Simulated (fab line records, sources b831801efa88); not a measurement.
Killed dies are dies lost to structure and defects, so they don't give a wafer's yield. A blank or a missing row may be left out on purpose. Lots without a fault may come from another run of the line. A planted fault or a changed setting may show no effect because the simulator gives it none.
Chamber matching | flow sky130 | SKY_VIA3_CMP_02 on cmp-01: 4 sister chambers
The step polishes SiO2. 4 wafers are shown with their chamber, then 7 later ones without.

WAFERS WITH THEIR CHAMBER
wafer  | chamber | motor_current_A (A)
L637.2 | 0       | 10.5
L637.6 | 1       | 11.8
L641.2 | 3       | 14.4
L641.3 | 2       | 13.6

WAFERS WITHOUT THEIR CHAMBER
wafer  | motor_current_A (A)
L641.6 | 14.5
L650.2 | 10.8
L650.5 | 12.4
L650.6 | 11.7
L651.2 | 14.4
L651.3 | 12.7
L651.6 | 13.9

WHICH CHAMBER EACH WENT THROUGH
wafer  | from the rows above          | in truth
L641.6 | can't be placed: 3 or 2      | 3
L650.2 | can't be placed: 0 or 1      | 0
L650.5 | can't be placed: 1 or 2      | 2
L650.6 | 1                            | 1
L651.2 | can't be placed: 3 or 2      | 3
L651.3 | can't be placed: 1 or 2 or 3 | 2
L651.6 | can't be placed: 2 or 3      | 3
Placed correctly: 1 of 7. Can't be placed from these rows: 6 (the true chamber is among the candidates in 6). Placed wrongly: 0.
How it was worked out, from the rows above alone: a wafer's distance from a chamber is the root of the sum, over the readings, of the square of ((its reading less the chamber's mean) divided by the reading's scatter). The wafer belongs to the nearest chamber; if the next one is less than 2 further off, it can't be placed. A chamber's mean is the mean of its shown wafers. The scatter: with one shown wafer a chamber, the root of the mean of the squares of how far each hidden wafer lies from its nearest shown one.
